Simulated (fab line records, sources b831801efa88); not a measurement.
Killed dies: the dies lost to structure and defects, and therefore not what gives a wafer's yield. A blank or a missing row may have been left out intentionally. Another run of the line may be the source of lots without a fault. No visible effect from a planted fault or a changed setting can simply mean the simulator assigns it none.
A sampling plan put to the test	flow gf180mcu	one line in one fab, 11 faults in these records, each fault weighed on the records of the lots it struck
What counts as the plan is the set of the line's own looks, namely the steps on the route at which a gauge or an inspection reads a wafer and does not change it. Where struck wafers have a number at a look and the file lists that look's usual mean and standard deviation on fault-free wafers, the look can be judged. Caught: the struck wafers' mean, at a look after the fault's first step, is 4 or more of those standard deviations (sigma) away from the usual mean. On the tool: the fault's steps, tested the same way using the tool's own readings. Another recipe on the struck wafers, or a record that is blank for them alone, also counts as caught.

THE FAULTS, as the simulator had put them in
1. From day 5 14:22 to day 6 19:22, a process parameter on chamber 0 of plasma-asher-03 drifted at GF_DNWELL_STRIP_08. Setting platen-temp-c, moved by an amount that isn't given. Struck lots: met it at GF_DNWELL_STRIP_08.
2. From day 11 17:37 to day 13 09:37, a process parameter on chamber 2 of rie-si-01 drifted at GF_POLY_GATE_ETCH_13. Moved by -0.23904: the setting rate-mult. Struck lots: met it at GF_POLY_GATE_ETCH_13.
3. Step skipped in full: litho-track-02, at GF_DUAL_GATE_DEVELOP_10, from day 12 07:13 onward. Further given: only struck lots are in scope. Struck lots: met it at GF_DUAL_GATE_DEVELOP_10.
4. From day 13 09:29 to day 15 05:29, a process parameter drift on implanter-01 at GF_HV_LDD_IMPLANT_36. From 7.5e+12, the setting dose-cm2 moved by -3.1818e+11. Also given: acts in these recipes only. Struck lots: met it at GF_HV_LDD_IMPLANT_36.
5. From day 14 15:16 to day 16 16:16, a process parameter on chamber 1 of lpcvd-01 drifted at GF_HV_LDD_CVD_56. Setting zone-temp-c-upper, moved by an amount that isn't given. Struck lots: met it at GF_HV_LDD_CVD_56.
6. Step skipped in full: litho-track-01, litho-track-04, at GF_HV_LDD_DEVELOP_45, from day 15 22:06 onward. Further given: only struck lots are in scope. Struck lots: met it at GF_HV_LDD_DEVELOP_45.
7. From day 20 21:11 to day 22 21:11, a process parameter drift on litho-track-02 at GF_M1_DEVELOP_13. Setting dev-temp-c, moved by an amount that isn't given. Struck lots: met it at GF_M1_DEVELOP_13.
8. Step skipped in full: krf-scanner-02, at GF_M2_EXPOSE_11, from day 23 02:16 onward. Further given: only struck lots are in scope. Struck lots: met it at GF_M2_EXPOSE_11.
9. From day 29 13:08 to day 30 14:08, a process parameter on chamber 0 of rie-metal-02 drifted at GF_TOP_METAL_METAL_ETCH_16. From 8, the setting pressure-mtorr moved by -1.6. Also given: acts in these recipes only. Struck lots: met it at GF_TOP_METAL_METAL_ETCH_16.
10. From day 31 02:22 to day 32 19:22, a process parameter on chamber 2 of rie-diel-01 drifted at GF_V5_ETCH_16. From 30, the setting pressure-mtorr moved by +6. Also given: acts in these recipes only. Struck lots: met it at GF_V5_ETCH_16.
11. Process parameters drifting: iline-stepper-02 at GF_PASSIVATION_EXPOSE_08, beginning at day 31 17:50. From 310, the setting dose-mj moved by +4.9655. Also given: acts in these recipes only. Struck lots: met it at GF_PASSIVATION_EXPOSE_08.

WHAT THE PLAN SAW
fault	on the tool itself	first look that catches it	reading, sigma	median hours from its first step to that look	hours from the fault's start to the first struck lot there	judged looks passed uncaught
1	platen-temp-c +46 sigma	no look after it can be judged	-	-	-	0
2	oes-product-au -26 sigma	not the one look that can be judged after it	-	-	-	1
3	the tool's record is blank for the struck wafers	no look after it can be judged	-	-	-	0
4	dose-ions-cm2 -41 sigma	not the one look that can be judged after it	-	-	-	1
5	spike-tc-upper-C -38 sigma	not the one look that can be judged after it	-	-	-	1
6	the tool's record is blank for the struck wafers	no look after it can be judged	-	-	-	0
7	developer-temp-C -8.7 sigma	not the one look that can be judged after it	-	-	-	1
8	no reading that can be judged	no look after it can be judged	-	-	-	0
9	chamber-pressure-mTorr -99 or beyond sigma	no look after it can be judged	-	-	-	0
10	chamber-pressure-mTorr +99 or beyond sigma	no look after it can be judged	-	-	-	0
11	exposure-dose-mJ-cm2 +18 sigma	no look after it can be judged	-	-	-	0
Dash: fault not caught, or number not given in these records.

Caught at a look: 0 of 11. Caught on the tool: 10 of 11. By one or the other: 10 of 11.
Caught on the tool alone: faults 1, 2, 3, 4, 5, 6, 7, 9, 10, 11.
Caught by neither: fault 8.
